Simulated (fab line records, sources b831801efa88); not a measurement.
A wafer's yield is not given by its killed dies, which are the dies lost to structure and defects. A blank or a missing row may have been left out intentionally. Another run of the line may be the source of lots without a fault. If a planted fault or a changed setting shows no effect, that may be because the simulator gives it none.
A lot that was struck, set against a sound lot    flow sky130    29 out of 708 route steps
Sound: the wafers L403.3, L403.4, L403.5. Wafers struck: L412.1, L412.2, L412.6. The cause is named last.
Per side, at each step with rows, come the tool, then ch with its chambers, and then its first start. Under that, the readings that differ: sound wafers    struck wafers    difference of the means    sigmas: that difference in standard deviations of wafers without a fault.
alike: a reading whose means differ by less than 2 such deviations, as well as words and numbers matching on both sides. not compared: withheld readings; readings where some wafer has no value; bounds like >300 that might hide an equal value; numbers whose values overlap and for which the record gives no deviation.
Wherever a step has rows on one side only, a row that says differs or no value, or a row with sigmas, the two part there. Numbers that don't overlap but have no deviation are shown without sigmas and don't part them. Lack of a reading on every wafer of one side parts them only where that side has two or more wafers.

SKY_PWDE_STRIP_09: strips in O2/N2.
  sound on plasma_asher-01 ch 0,1, day 6 15:53; struck on plasma_asher-01 ch 0,1, day 9 04:59
  alike: chamber_pressure_mTorr, drypump_motor_current_A, oes_product_au, strip_time_to_endpoint_s
  not compared: rf_hours_counter_h
SKY_PWDE_TW_MEAS_10:
  sound on film_metro-03, day 6 15:58; struck on film_metro-02, day 9 05:05
  alike: PWDE_TW
then, 7 steps without rows for these wafers: SKY_NWELL_DEHYDRATE_03 (time 60 s); SKY_NWELL_HMDS_04 (prime time 60 s); SKY_NWELL_COAT_05 (resist thk 3000 nm); SKY_NWELL_SOFTBAKE_06; SKY_NWELL_EXPOSE_07 (exposes mask NWM, target cd 840 nm); SKY_NWELL_PEB_08; SKY_NWELL_DEVELOP_09 (develop time 60 s).
SKY_NWELL_OVL_MEAS_10:
  sound on overlay-01, day 7 09:59; struck on overlay-02, day 10 03:30
  alike: NWELL_00_OVL
then, 2 steps without rows for these wafers: SKY_NWELL_IMPLANT_11; SKY_NWELL_IMPLANT_12.
SKY_NWELL_IMPLANT_13:
  sound on implanter-04 ch 0, day 7 10:22; struck on implanter-02, day 10 03:50
  no value came back on the struck wafers for beam_energy_keV, beam_on_s (s); on the sound wafers beam_energy_keV reads 49.993 49.975 49.959
SKY_NWELL_STRIP_14: strips in O2/N2.
  sound on plasma_asher-03 ch 0,1, day 7 10:29; struck on plasma_asher-03 ch 0,1, day 10 03:59
  alike: chamber_pressure_mTorr, drypump_motor_current_A, oes_product_au, strip_time_to_endpoint_s
  not compared: rf_hours_counter_h
SKY_NWELL_TW_MEAS_15:
  sound on film_metro-01, day 7 10:35; struck on film_metro-03, day 10 04:05
reading   sound           struck          difference  sigmas
NWELL_TW  1824 1839 1825  1806 1809 1793  -27         -3
then, 7 steps without rows for these wafers: SKY_NWELL_DEHYDRATE_16 (time 60 s); SKY_NWELL_HMDS_17 (prime time 60 s); SKY_NWELL_COAT_18 (resist thk 3000 nm); SKY_NWELL_SOFTBAKE_19; SKY_NWELL_EXPOSE_20 (exposes mask NWM COMPLEMENT, target cd 840 nm); SKY_NWELL_PEB_21; SKY_NWELL_DEVELOP_22 (develop time 60 s).
SKY_NWELL_OVL_MEAS_23:
  sound on overlay-02, day 8 06:04; struck on overlay-02, day 11 03:10
  alike: NWELL_01_OVL
then, 1 step without rows for these wafers: SKY_NWELL_IMPLANT_24.
SKY_NWELL_STRIP_25: strips in O2/N2.
  sound on plasma_asher-03 ch 0,1, day 8 06:16; struck on plasma_asher-03 ch 0,1, day 11 03:22
  alike: chamber_pressure_mTorr, drypump_motor_current_A, oes_product_au, strip_time_to_endpoint_s
  not compared: rf_hours_counter_h
SKY_NWELL_TW_MEAS_26:
  sound on film_metro-03, day 8 06:22; struck on film_metro-01, day 11 03:28
  alike: NWELL_2_TW
then, 1 step without rows for these wafers: SKY_NWELL_CLEAN_27 (cleans in SC1/SC2, time 150 s).
SKY_NWELL_RTA_28: time 30 s.
  sound on rtp_anneal-02 ch 0, day 8 06:29; struck on rtp_anneal-01 ch 0, day 11 03:34
  alike: lamp_power_pct, wafer_temp_C_max
SKY_NWELL_RS_MEAS_29: measures by four-point-probe.
  sound on film_metro-03, day 8 06:35; struck on film_metro-01, day 11 04:02
reading            sound              struck             difference  sigmas
NWELL_RS (ohm/sq)  625.2 624.7 625.9  651.9 649.3 650.1  +25.2       +18
  not compared: hold

WHERE THEY PART
First at SKY_NWELL_IMPLANT_13; last, within this record, at SKY_NWELL_RS_MEAS_29.

WHY: what had been put in by the simulator
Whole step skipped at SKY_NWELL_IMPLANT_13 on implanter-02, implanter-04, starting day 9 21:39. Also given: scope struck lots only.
